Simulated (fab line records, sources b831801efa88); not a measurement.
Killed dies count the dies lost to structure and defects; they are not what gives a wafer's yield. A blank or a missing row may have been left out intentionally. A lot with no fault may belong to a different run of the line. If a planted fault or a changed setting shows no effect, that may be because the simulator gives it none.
Check of tool commonality :: flow sky130 :: 13 lots, 48 wafers sampled

## WHY IT WAS OPENED
SKY_LDD_HVN_OVL_MEAS_07, reading LDD_HVN_OVL: flagged on 3 of 13 lots. Wafers without a fault read -0.8 nm, standard deviation 1.3.
Rule: a lot is flagged when every wafer of it that has a number lies more than 4 standard deviations from that mean, or none has a number. The rest of the lots are taken to be sound.

lot: L802
measured: day 20 11:47
on: overlay-01
LDD_HVN_OVL (nm), wafer by wafer: 0.4 0.2 1.3
flag: 

lot: L804
measured: day 20 23:45
on: overlay-02
LDD_HVN_OVL (nm), wafer by wafer: -1.4 -2.4 -1.2
flag: 

lot: L805
measured: day 21 08:17
on: overlay-01
LDD_HVN_OVL (nm), wafer by wafer: -0.6 -0.4 -2.5
flag: 

lot: L806
measured: day 21 22:15
on: overlay-01
LDD_HVN_OVL (nm), wafer by wafer: 63.1 62.6 62.2 63.7 63.9 63.3
flag: FLAGGED

lot: L807
measured: day 21 22:20
on: overlay-02
LDD_HVN_OVL (nm), wafer by wafer: -0.9 -1.9 0.0
flag: 

lot: L810
measured: day 23 20:05
on: overlay-01
LDD_HVN_OVL (nm), wafer by wafer: 59.2 61.9 59.7 60.5 62.4 60.0
flag: FLAGGED

lot: L812
measured: day 25 01:01
on: overlay-01
LDD_HVN_OVL (nm), wafer by wafer: 63.3 61.7 61.4 63.6 62.7 62.2
flag: FLAGGED

lot: L813
measured: day 25 01:44
on: overlay-01
LDD_HVN_OVL (nm), wafer by wafer: -1.0 -0.8 0.6
flag: 

lot: L815
measured: day 25 23:08
on: overlay-01
LDD_HVN_OVL (nm), wafer by wafer: -1.6 -1.6 -1.0
flag: 

lot: L817
measured: day 26 08:50
on: overlay-01
LDD_HVN_OVL (nm), wafer by wafer: -3.3 -2.0 -2.1
flag: 

lot: L820
measured: day 27 14:24
on: overlay-02
LDD_HVN_OVL (nm), wafer by wafer: 1.4 2.4 -0.8
flag: 

lot: L823
measured: day 28 00:28
on: overlay-02
LDD_HVN_OVL (nm), wafer by wafer: 0.3 0.3 -0.3
flag: 

lot: L825
measured: day 28 10:53
on: overlay-02
LDD_HVN_OVL (nm), wafer by wafer: -0.6 -1.3 -2.8
flag: 
The numbers of the flagged lots are 62.1 nm on average: +62.9 nm against the usual, or +48 standard deviations.

## WHICH TOOL EACH LOT WENT THROUGH
Before the reading, the record contains 2 process steps out of a 708-step route. Each cell gives the tool, then ch followed by the chambers the sampled wafers passed through, then the start.
lot: L802
flag: 
SKY_POLY_GATE_STRIP_18: plasma-asher-01 ch 0,1, day 16 12:50
SKY_LDD_HVN_EXPOSE_04: iline-stepper-01 ch 0, day 19 21:29

lot: L804
flag: 
SKY_POLY_GATE_STRIP_18: plasma-asher-01 ch 0,1, day 16 23:34
SKY_LDD_HVN_EXPOSE_04: iline-stepper-02 ch 0, day 20 09:26

lot: L805
flag: 
SKY_POLY_GATE_STRIP_18: plasma-asher-02 ch 0,1, day 17 06:35
SKY_LDD_HVN_EXPOSE_04: iline-stepper-02 ch 0, day 20 17:26

lot: L806
flag: FLAGGED
SKY_POLY_GATE_STRIP_18: plasma-asher-04 ch 0,1, day 17 18:17
SKY_LDD_HVN_EXPOSE_04: iline-stepper-02 ch 0, day 21 07:02

lot: L807
flag: 
SKY_POLY_GATE_STRIP_18: plasma-asher-02 ch 0,1, day 17 21:07
SKY_LDD_HVN_EXPOSE_04: iline-stepper-01 ch 0, day 21 07:15

lot: L810
flag: FLAGGED
SKY_POLY_GATE_STRIP_18: plasma-asher-01 ch 0,1, day 19 20:29
SKY_LDD_HVN_EXPOSE_04: iline-stepper-02 ch 0, day 23 05:37

lot: L812
flag: FLAGGED
SKY_POLY_GATE_STRIP_18: plasma-asher-01 ch 0,1, day 21 00:46
SKY_LDD_HVN_EXPOSE_04: iline-stepper-02 ch 0, day 24 10:16

lot: L813
flag: 
SKY_POLY_GATE_STRIP_18: plasma-asher-01 ch 0,1, day 21 02:07
SKY_LDD_HVN_EXPOSE_04: iline-stepper-01 ch 0, day 24 11:04

lot: L815
flag: 
SKY_POLY_GATE_STRIP_18: plasma-asher-04 ch 0,1, day 22 00:44
SKY_LDD_HVN_EXPOSE_04: iline-stepper-01 ch 0, day 25 08:41

lot: L817
flag: 
SKY_POLY_GATE_STRIP_18: plasma-asher-04 ch 0,1, day 22 12:49
SKY_LDD_HVN_EXPOSE_04: iline-stepper-01 ch 0, day 25 18:26

lot: L820
flag: 
SKY_POLY_GATE_STRIP_18: plasma-asher-01 ch 0,1, day 23 18:22
SKY_LDD_HVN_EXPOSE_04: iline-stepper-01 ch 0, day 27 00:13

lot: L823
flag: 
SKY_POLY_GATE_STRIP_18: plasma-asher-01 ch 0,1, day 24 06:28
SKY_LDD_HVN_EXPOSE_04: iline-stepper-01 ch 0, day 27 10:43

lot: L825
flag: 
SKY_POLY_GATE_STRIP_18: plasma-asher-01 ch 0,1, day 24 16:50
SKY_LDD_HVN_EXPOSE_04: iline-stepper-01 ch 0, day 27 20:56
What the steps here do:
- SKY_POLY_GATE_STRIP_18: strips in O2/N2.
- SKY_LDD_HVN_EXPOSE_04: exposes mask HVNTM, target cd 700 nm.
- SKY_LDD_HVN_OVL_MEAS_07

## FLAGGED OVER TOTAL, TOOL BY TOOL (the gauges that took the reading come last)
step: SKY_POLY_GATE_STRIP_18
tool: plasma-asher-01
lots run: 8
flagged: 2
share of the flagged lots: some
sound lots run after its first flagged lot: 4 (L813,L820,L823,L825)

step: SKY_POLY_GATE_STRIP_18
tool: plasma-asher-02
lots run: 2
flagged: 0
share of the flagged lots: none
sound lots run after its first flagged lot: -

step: SKY_POLY_GATE_STRIP_18
tool: plasma-asher-04
lots run: 3
flagged: 1
share of the flagged lots: some
sound lots run after its first flagged lot: 2 (L815,L817)

step: SKY_LDD_HVN_EXPOSE_04
tool: iline-stepper-01
lots run: 8
flagged: 0
share of the flagged lots: none
sound lots run after its first flagged lot: -

step: SKY_LDD_HVN_EXPOSE_04
tool: iline-stepper-02
lots run: 5
flagged: 3
share of the flagged lots: all
sound lots run after its first flagged lot: 0

step: SKY_LDD_HVN_OVL_MEAS_07
tool: overlay-01
lots run: 8
flagged: 3
share of the flagged lots: all
sound lots run after its first flagged lot: 3 (L813,L815,L817)

step: SKY_LDD_HVN_OVL_MEAS_07
tool: overlay-02
lots run: 5
flagged: 0
share of the flagged lots: none
sound lots run after its first flagged lot: -

## THE TABLE: WHAT IT ALLOWS
In 2 table rows, all flagged lots were run: iline-stepper-02 (SKY_LDD_HVN_EXPOSE_04), overlay-01 (SKY_LDD_HVN_OVL_MEAS_07).
- iline-stepper-02 at SKY_LDD_HVN_EXPOSE_04: 3 of its 5 lots flagged. It ran its last sound lot, L805, at day 20 17:26 and its first flagged lot, L806, at day 21 07:02: a fault with its onset between the two fits.
- overlay-01 at SKY_LDD_HVN_OVL_MEAS_07: 3 of its 8 lots flagged. Sound lots followed the first flagged one (L813, L815, L817) on it, something a lasting fault affecting the whole tool could not allow.
One tool is left: iline-stepper-02 at SKY_LDD_HVN_EXPOSE_04.

## WHAT THE SIMULATOR PUT IN
Scanner matching overlay: iline-stepper-02, from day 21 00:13 on, at SKY_LDD_HVN_EXPOSE_04. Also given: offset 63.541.
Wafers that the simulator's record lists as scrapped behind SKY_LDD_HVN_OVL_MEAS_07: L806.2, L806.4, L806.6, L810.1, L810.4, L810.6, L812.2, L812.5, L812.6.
Lots struck among those shown: L806, L810, L812. The rule given above showed the same thing.
